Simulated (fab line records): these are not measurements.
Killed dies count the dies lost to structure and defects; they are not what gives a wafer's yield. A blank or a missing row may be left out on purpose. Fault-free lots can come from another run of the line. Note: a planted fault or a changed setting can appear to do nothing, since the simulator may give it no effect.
fab line records	flow sfq-line
record lots=15	wafers=45	last-day=91
route steps=325 shown L0@3 L0V@16 M0@35 M2@90
lots with no fault: from the same line, run without faults
start-h: hours from the record's opening day to when the first of the lot's shown wafers began	wait-h: hours elapsed since this lot's preceding step	" as in the row above	L1.1+2: a row that stands for several wafers	- no value present, or no start provided	* or withheld: withheld	< > ~ a bound
route shown NAME@n: a module of which the file shows steps, and the number in the route of the first	usual: average and standard deviation across the fault-free wafers	same: alike in all rows	chamber/n: place in a boat	sites: per-site readings	_std_site: the values' standard deviation	_edge_site: inner sites' mean taken away from outer sites' mean	radius-mm: how far each site lies from the wafer's centre	mask NAME#n: copy n	behind: tool/chamber where the wafer was last shaped	hold: the reason the lot was held/the length of the hold in hours/how it ended	device: transistor that didn't switch, given as n, p or np	end of line: the route-end tests of the same wafers	a step without rows: its recipe alone	killed: count of dies lost to structure and defects at first sort (not the wafer's yield)	map: per-die view of a wafer (x killed, . not killed, _ where there is no die)
set.NAME: the setting the step ran with; set.NAME@STEP: the setting that earlier step ran with	model.NAME: the simulator's own value behind a step, which no gauge read
route steps across a sampled set of lots; one table per step, one row per wafer
services: a tool's chamber out of use, with start hour (start-h, from the record's first day; less than 0 if before it), hours out, and reason
## steps
# step SFQ_TRILAYER_L0_DEP_SPUTTER_003
# recipe material=MoNx_KI	base-pressure-pa=1.33e-06	target-thk-nm=40	power-w=800	time-s=100	chamber-pressure-pa=0.4
# usual throttle-valve-pct=30.4/0.86
lot.wafer	tool	chamber	start-h	wait-h	throttle-valve-pct
L232.2	pvd-sputter-04	-	12.49	0.0	29.3
L232.4	"	-	"	"	31.3
L232.5	"	-	"	"	30.7
L233.3	pvd-sputter-03	-	17.49	0.0	30.3
L233.5	"	-	"	"	31.2
L233.6	"	-	"	"	30.7
L234.1	pvd-sputter-06	-	22.49	0.0	31.0
L234.4	"	-	"	"	30.6
L234.6	"	-	"	"	30.7
L235.4	pvd-sputter-03	-	27.49	0.0	31.1
L235.5	"	-	"	"	29.9
L235.6	"	-	"	"	30.9
L236.1	pvd-sputter-04	-	32.49	0.0	30.8
L236.4	"	-	"	"	29.6
L236.6	"	-	"	"	27.9
L237.3	pvd-sputter-06	-	37.49	0.0	30.8
L237.4	"	-	"	"	30.0
L237.6	"	-	"	"	29.7
L239.3	pvd-sputter-03	-	47.49	0.0	31.0
L239.4	"	-	"	"	31.3
L239.6	"	-	"	"	31.3
L241.2	pvd-sputter-03	-	57.49	0.0	31.3
L241.3	"	-	"	"	30.8
L241.5	"	-	"	"	31.0
L243.2	pvd-sputter-03	-	67.49	0.0	31.2
L243.4	"	-	"	"	30.4
L243.6	"	-	"	"	31.0
L244.3	pvd-sputter-03	-	72.49	0.0	30.9
L244.5	"	-	"	"	31.2
L244.6	"	-	"	"	30.5
L246.1	pvd-sputter-04	-	82.49	0.0	30.7
L246.2	"	-	"	"	31.1
L246.5	"	-	"	"	30.9
L251.2	pvd-sputter-04	-	107.49	0.0	29.2
L251.3	"	-	"	"	30.7
L251.4	"	-	"	"	27.9
L252.2	pvd-sputter-06	-	112.49	0.0	30.8
L252.4	"	-	"	"	31.1
L252.6	"	-	"	"	30.9
L253.2	pvd-sputter-06	-	117.49	0.0	30.8
L253.3	"	-	"	"	29.8
L253.4	"	-	"	"	30.8
L254.1	pvd-sputter-03	-	122.49	0.0	31.0
L254.5	"	-	"	"	31.2
L254.6	"	-	"	"	31.1
# step SFQ_TRILAYER_L0_CAP_PECVD_011
# recipe material=SiO2	temp-c=150	time-s=13.333	pressure-torr=2.4	rf-w=183.3	precursor=SiH4/N2O	target-thk-nm=60
# usual chamber-pressure-Torr=2.400/0.0056	heater-power-outer-w=31/4.8	heater-power-w=84/8.4	throttle-valve-pct=25.3/1.4
lot.wafer	tool	chamber	start-h	wait-h	chamber-pressure-Torr	heater-power-outer-w	heater-power-w	throttle-valve-pct
L232.2	pecvd-04	0	105.72	0.0	2.395	31	72	28.4
L232.4	"	2	"	"	2.406	29	93	24.3
L232.5	"	0	"	"	2.401	31	74	28.4
L233.3	pecvd-01	0	110.52	0.0	2.392	33	88	25.4
L233.5	"	1	"	"	2.396	30	89	24.8
L233.6	"	2	"	"	2.404	29	82	25.1
L234.1	pecvd-02	1	115.32	0.0	2.397	36	91	25.5
L234.4	"	1	"	"	2.397	37	90	25.4
L234.6	"	0	"	"	2.393	35	80	24.1
L235.4	pecvd-04	1	118.93	0.0	2.400	37	86	24.1
L235.5	"	0	"	"	2.397	30	72	28.3
L235.6	"	2	"	"	2.407	27	93	24.4
L236.1	pecvd-02	0	120.12	0.0	2.406	39	84	24.0
L236.4	"	2	"	"	2.399	29	82	23.6
L236.6	"	0	"	"	2.402	40	87	24.0
L237.3	pecvd-01	0	121.34	0.0	2.407	38	98	25.8
L237.4	"	0	"	"	2.401	38	97	25.5
L237.6	"	1	"	"	2.397	31	90	24.3
L239.3	pecvd-01	2	129.74	0.0	2.396	28	80	25.1
L239.4	"	2	"	"	2.399	27	79	25.0
L239.6	"	1	"	"	2.399	37	98	24.7
L241.2	pecvd-04	2	138.12	0.0	2.391	19	81	24.6
L241.3	"	0	"	"	2.412	26	64	28.1
L241.5	"	0	"	"	2.405	26	65	28.4
L243.2	pecvd-02	0	150.17	0.0	2.405	37	82	23.9
L243.4	"	1	"	"	2.402	32	80	25.8
L243.6	"	2	"	"	2.412	23	75	24.0
L244.3	pecvd-04	2	156.18	0.0	2.393	23	86	24.6
L244.5	"	1	"	"	2.392	31	78	24.0
L244.6	"	2	"	"	2.394	24	86	24.7
L246.1	pecvd-01	1	170.57	0.0	2.400	31	91	24.5
L246.2	"	0	"	"	2.405	32	90	25.8
L246.5	"	0	"	"	2.404	33	88	25.7
L251.2	pecvd-04	1	198.67	0.0	2.403	34	77	24.0
L251.3	"	0	"	"	2.395	31	71	28.3
L251.4	"	0	"	"	2.396	30	72	28.4
L252.2	pecvd-01	0	209.64	0.0	-	-	-	-
L252.4	"	0	"	"	-	-	-	-
L252.6	"	1	"	"	-	-	-	-
L253.2	pecvd-04	0	214.27	0.0	-	-	-	-
L253.3	"	1	"	"	-	-	-	-
L253.4	"	1	"	"	-	-	-	-
L254.1	pecvd-04	1	225.90	0.0	-	-	-	-
L254.5	"	2	"	"	-	-	-	-
L254.6	"	0	"	"	-	-	-	-
# step SFQ_TRILAYER_L0_VIA_ETCH_VIA_ETCH_016
# recipe target=SiO2	stop-on=MoNx_KI	mask-material=PR	chemistry=CHF3	target-depth-nm=80	source-w=500	bias-w=80	pressure-mtorr=30	time-s=withheld
# usual drypump-motor-current-A=5.8/0.51	oes-product-au=0.841/0.0081
lot.wafer	tool	chamber	start-h	wait-h	drypump-motor-current-A	oes-product-au
L232.2	rie-diel-04	3	193.06	0.0	6.1	0.830
L232.4	"	0	"	"	5.7	0.841
L232.5	"	3	"	"	6.1	0.847
L233.3	rie-diel-04	1	203.86	0.0	4.7	0.837
L233.5	"	0	"	"	5.7	0.848
L233.6	"	3	"	"	6.1	0.853
L234.1	rie-diel-04	2	211.06	0.0	6.6	0.852
L234.4	"	3	"	"	6.1	0.845
L234.6	"	0	"	"	5.7	0.861
L235.4	rie-diel-01	3	214.66	0.0	6.2	0.850
L235.5	"	0	"	"	6.0	0.845
L235.6	"	1	"	"	6.0	0.832
L236.1	rie-diel-01	0	219.59	0.0	6.0	0.836
L236.4	"	1	"	"	6.0	0.854
L236.6	"	3	"	"	6.2	0.854
L237.3	rie-diel-03	0	221.99	0.0	5.7	0.826
L237.4	"	1	"	"	4.9	0.835
L237.6	"	2	"	"	5.7	0.851
L239.3	rie-diel-04	1	234.11	0.0	4.7	0.836
L239.4	"	0	"	"	5.7	0.831
L239.6	"	2	"	"	6.5	0.837
L241.2	rie-diel-03	2	240.11	0.0	5.7	0.839
L241.3	"	1	"	"	4.9	0.846
L241.5	"	1	"	"	4.9	0.844
L243.2	rie-diel-03	0	250.91	0.0	5.8	0.836
L243.4	"	3	"	"	5.9	0.848
L243.6	"	2	"	"	5.7	0.843
L244.3	rie-diel-01	2	258.11	0.0	6.4	0.845
L244.5	"	2	"	"	6.4	0.851
L244.6	"	3	"	"	6.2	0.855
L246.1	rie-diel-03	1	278.64	0.0	4.9	0.842
L246.2	"	0	"	"	5.7	0.829
L246.5	"	1	"	"	4.9	0.839
L251.2	rie-diel-03	0	314.76	0.0	5.7	0.849
L251.3	"	3	"	"	5.9	0.842
L251.4	"	1	"	"	4.9	0.852
L252.2	rie-diel-01	2	330.36	0.0	6.4	0.380
L252.4	"	0	"	"	6.0	0.368
L252.6	"	3	"	"	6.2	0.369
L253.2	rie-diel-03	2	335.97	0.0	5.6	0.378
L253.3	"	3	"	"	5.9	0.377
L253.4	"	0	"	"	5.8	0.371
L254.1	rie-diel-03	0	346.77	0.0	5.7	0.379
L254.5	"	0	"	"	5.7	0.379
L254.6	"	2	"	"	5.7	0.373
# step SFQ_TRILAYER_L0_VIA_STRIP_STRIP_017
# recipe gas=O2	power-w=200	platen-temp-c=40	overash-fraction=0.65	chemistry=O2	pressure-mtorr=50
# usual drypump-motor-current-A=5.7/0.56	he-backside-leak-sccm=3.57/0.27	oes-product-au=0.998/0.0087
# same overash-fraction=0.65
lot.wafer	tool	chamber	start-h	wait-h	drypump-motor-current-A	he-backside-leak-sccm	oes-product-au	rf-hours-counter-h
L232.2	rie-metal-03	1	193.11	-	5.2	3.47	0.989	120
L232.4	"	1	"	"	5.3	3.45	0.992	-
L232.5	"	0	"	"	5.5	3.28	0.993	-
L233.3	rie-metal-01	1	204.11	-	6.5	3.56	0.993	-
L233.5	"	1	"	"	6.5	3.69	0.987	-
L233.6	"	0	"	"	5.5	3.86	0.987	-
L234.1	rie-metal-03	0	211.11	-	5.5	3.30	0.998	183
L234.4	"	0	"	"	5.5	3.37	0.985	-
L234.6	"	1	"	"	5.2	3.58	0.985	-
L235.4	rie-metal-02	0	214.91	-	6.3	5.34	1.004	-
L235.5	"	0	"	"	6.3	3.11	1.000	-
L235.6	"	1	"	"	5.1	3.82	1.003	-
L236.1	rie-metal-01	0	219.63	-	5.5	3.69	1.000	131
L236.4	"	0	"	"	5.5	3.64	1.001	-
L236.6	"	1	"	"	6.6	3.62	1.001	-
L237.3	rie-metal-01	1	222.23	-	6.6	3.72	0.991	-
L237.4	"	0	"	"	5.5	3.73	0.992	-
L237.6	"	0	"	"	5.5	3.77	0.987	-
L239.3	rie-metal-03	1	234.56	-	5.3	3.68	0.997	-
L239.4	"	1	"	"	5.2	3.60	0.987	-
L239.6	"	1	"	"	5.2	3.76	0.996	-
L241.2	rie-metal-01	0	240.16	-	5.5	3.78	0.987	135
L241.3	"	1	"	"	6.6	3.75	0.995	-
L241.5	"	0	"	"	5.5	3.82	0.987	-
L243.2	rie-metal-01	0	250.96	-	5.5	3.85	0.986	136
L243.4	"	1	"	"	6.6	3.68	1.000	-
L243.6	"	0	"	"	5.5	3.83	0.995	-
L244.3	rie-metal-02	0	258.36	-	6.3	3.07	1.001	-
L244.5	"	1	"	"	5.1	3.46	1.019	-
L244.6	"	0	"	"	6.3	3.10	0.990	-
L246.1	rie-metal-01	1	278.68	-	6.5	3.52	0.998	27
L246.2	"	0	"	"	5.5	4.00	1.000	141
L246.5	"	0	"	"	5.5	3.70	1.001	-
L251.2	rie-metal-03	1	314.81	-	5.2	3.76	1.003	139
L251.3	"	1	"	"	5.2	3.54	0.994	-
L251.4	"	0	"	"	5.5	3.15	1.005	-
L252.2	rie-metal-03	1	330.41	-	5.2	3.72	0.989	140
L252.4	"	0	"	"	5.5	3.07	1.000	-
L252.6	"	1	"	"	5.3	3.82	1.002	-
L253.2	rie-metal-01	0	336.22	-	5.5	3.68	1.007	-
L253.3	"	0	"	"	5.5	3.73	0.998	-
L253.4	"	0	"	"	5.5	3.72	1.001	-
L254.1	rie-metal-02	1	346.82	-	5.1	3.55	1.007	15
L254.5	"	0	"	"	6.3	3.30	1.001	-
L254.6	"	1	"	"	5.1	3.48	1.012	-
# step SFQ_TRILAYER_M0_LITHO_EXPOSE_022
# recipe mask-id=M0	na=0.6	source-shape=conventional	sigma-outer=0.65	target-cd-nm=500	dose-mj=14.4
# usual exposure-dose-mJ-cm2=14.399/0.014	focus-offset-nm=0.1/0.52	stage-vel-mm-s=500.05/0.25
lot.wafer	tool	chamber	start-h	wait-h	mask	exposure-dose-mJ-cm2	focus-offset-nm	stage-vel-mm-s
L232.2	krf-scanner-02	0	308.59	-	M0#0	14.413	0.2	500.21
L232.4	"	0	"	"	M0#0	14.423	0.2	499.85
L232.5	"	0	"	"	M0#0	14.408	-0.8	500.06
L233.3	krf-scanner-02	0	320.79	-	M0#0	14.417	0.0	499.99
L233.5	"	0	"	"	M0#0	14.430	0.2	499.97
L233.6	"	0	"	"	M0#0	14.413	0.0	500.03
L234.1	krf-scanner-02	0	331.19	-	M0#0	14.381	-0.2	500.14
L234.4	"	0	"	"	M0#0	14.404	1.2	500.11
L234.6	"	0	"	"	M0#0	14.411	0.7	499.83
L235.4	krf-scanner-02	0	332.99	-	M0#0	14.392	0.4	499.82
L235.5	"	0	"	"	M0#0	14.412	0.2	499.58
L235.6	"	0	"	"	M0#0	14.395	-0.6	499.82
L236.1	krf-scanner-02	0	333.59	-	M0#0	14.395	0.6	500.08
L236.4	"	0	"	"	M0#0	14.399	-0.6	500.38
L236.6	"	0	"	"	M0#0	14.386	0.7	500.19
L237.3	krf-scanner-02	0	335.19	-	M0#0	14.396	0.0	499.65
L237.4	"	0	"	"	M0#0	14.401	-0.4	499.86
L237.6	"	0	"	"	M0#0	14.400	-0.3	499.80
L239.3	krf-scanner-02	0	337.59	-	M0#0	14.422	0.1	499.79
L239.4	"	0	"	"	M0#0	14.406	-0.3	500.20
L239.6	"	0	"	"	M0#0	14.422	0.4	500.26
L241.2	krf-scanner-02	0	339.79	-	M0#0	14.400	0.4	500.03
L241.3	"	0	"	"	M0#0	14.372	0.2	499.94
L241.5	"	0	"	"	M0#0	14.400	-0.4	499.60
L243.2	krf-scanner-01	0	374.20	-	M0#0	14.353	-0.1	499.85
L243.4	"	0	"	"	M0#0	14.382	-0.9	499.77
L243.6	"	0	"	"	M0#0	14.388	0.3	500.00
L244.3	krf-scanner-01	0	381.60	-	M0#0	14.394	0.0	500.55
L244.5	"	0	"	"	M0#0	14.398	0.1	499.78
L244.6	"	0	"	"	M0#0	14.416	0.5	500.10
L246.1	krf-scanner-02	0	400.52	-	M0#0	14.395	0.8	500.07
L246.2	"	0	"	"	M0#0	14.392	0.5	499.88
L246.5	"	0	"	"	M0#0	14.404	1.4	500.12
L251.2	krf-scanner-01	0	450.75	-	M0#0	14.404	0.8	500.40
L251.3	"	0	"	"	M0#0	14.414	-0.1	500.24
L251.4	"	0	"	"	M0#0	14.391	-0.1	500.30
L252.2	krf-scanner-01	-	466.35	-	M0#0	-	-	-
L252.4	"	-	"	"	M0#0	-	-	-
L252.6	"	-	"	"	M0#0	-	-	-
L253.2	krf-scanner-01	-	473.55	-	M0#0	-	-	-
L253.3	"	-	"	"	M0#0	-	-	-
L253.4	"	-	"	"	M0#0	-	-	-
L254.1	krf-scanner-02	-	491.47	-	M0#0	-	-	-
L254.5	"	-	"	"	M0#0	-	-	-
L254.6	"	-	"	"	M0#0	-	-	-
# step SFQ_M2_RS_MEAS_914
# recipe thk-meas-gauge=four-point-probe	reads=Nb_of_TRILAYER_M2_DEP_SPUTTER_055
# usual M2_NB_RS=0.889/0.0082
lot.wafer	tool	chamber	start-h	wait-h	M2_NB_RS[ohm/sq]
L232.2	film-metro-04	-	618.54	0.1	0.905
L232.4	"	-	"	"	0.893
L232.5	"	-	"	"	0.893
L233.3	film-metro-04	-	631.07	0.1	0.885
L233.5	"	-	"	"	0.902
L233.6	"	-	"	"	0.882
L234.1	film-metro-01	-	637.44	0.0	0.900
L234.4	"	-	"	"	0.885
L234.6	"	-	"	"	0.884
L235.4	film-metro-03	-	641.28	0.1	0.887
L235.5	"	-	"	"	0.888
L235.6	"	-	"	"	0.886
L236.1	film-metro-03	-	642.24	0.0	0.879
L236.4	"	-	"	"	0.890
L236.6	"	-	"	"	0.880
L237.3	film-metro-01	-	646.90	0.1	0.892
L237.4	"	-	"	"	0.882
L237.6	"	-	"	"	0.881
L239.3	film-metro-01	-	655.78	0.1	0.893
L239.4	"	-	"	"	0.897
L239.6	"	-	"	"	0.887
L241.2	film-metro-04	-	660.56	0.1	0.889
L241.3	"	-	"	"	0.896
L241.5	"	-	"	"	0.891
L243.2	film-metro-01	-	691.25	0.1	0.899
L243.4	"	-	"	"	0.905
L243.6	"	-	"	"	0.906
L244.3	film-metro-03	-	698.88	0.1	0.883
L244.5	"	-	"	"	0.877
L244.6	"	-	"	"	0.888
L246.1	film-metro-03	-	717.81	0.0	0.885
L246.2	"	-	"	"	0.880
L246.5	"	-	"	"	0.880
L251.2	film-metro-03	-	762.29	0.1	0.885
L251.3	"	-	"	"	0.882
L251.4	"	-	"	"	0.880
L252.2	film-metro-04	-	776.19	0.1	0.893
L252.4	"	-	"	"	0.881
L252.6	"	-	"	"	0.891
L253.2	film-metro-03	-	779.48	0.1	0.889
L253.3	"	-	"	"	0.890
L253.4	"	-	"	"	0.878
L254.1	film-metro-01	-	809.46	0.0	0.897
L254.5	"	-	"	"	0.893
L254.6	"	-	"	"	0.902
## services
tool	chamber	start-h	hours	kind
krf-scanner-02	-	15.48	19.7	repair
rie-metal-01	-	39.40	0.4	repair
krf-scanner-02	-	44.90	0.8	pm
krf-scanner-02	-	48.53	1.1	repair
rie-metal-01	-	55.76	1.0	repair
rie-diel-03	-	58.08	1.8	repair
rie-diel-03	-	65.26	0.1	repair
pecvd-04	-	70.87	0.9	repair
rie-diel-03	2	75.28	6.5	repair
krf-scanner-02	-	84.64	1.3	pm
krf-scanner-02	-	101.54	1.0	pm
pecvd-04	-	113.31	2.8	pm
pvd-sputter-03	-	129.98	1.9	repair
krf-scanner-02	-	146.67	4.0	pm
pecvd-04	-	169.54	1.3	repair
krf-scanner-02	-	215.49	0.8	pm
krf-scanner-02	-	261.34	1.3	pm
krf-scanner-02	-	269.96	1.0	pm
krf-scanner-02	-	382.46	0.8	pm
krf-scanner-02	-	423.32	3.6	pm
krf-scanner-02	-	436.23	1.3	pm
krf-scanner-02	-	438.73	1.0	pm
krf-scanner-02	-	459.97	8.9	repair
krf-scanner-02	-	472.62	0.5	repair
## key
first-sign step=SFQ_TRILAYER_L0_CAP_PECVD_011	reading=tool-record	direction=missing
effect step=SFQ_TRILAYER_L0_VIA_ETCH_VIA_ETCH_016	reading=oes-product-au	direction=down	sigmas=58	usual=0.841	struck=0.375
effect step=SFQ_TRILAYER_M0_LITHO_EXPOSE_022	reading=tool-record	direction=missing
met-at SFQ_TRILAYER_L0_CAP_PECVD_011
struck-lots L252,L253,L254
not-acting-at SFQ_TRILAYER_L0_DEP_SPUTTER_003,SFQ_TRILAYER_L0_VIA_STRIP_STRIP_017,SFQ_M2_RS_MEAS_914
onset-between 198.67 209.64
fault kind=skipped-step-whole	tool=pecvd-01,pecvd-04	chamber=-	onset-h=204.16	steps=SFQ_TRILAYER_L0_CAP_PECVD_011	scope=struck-lots-only
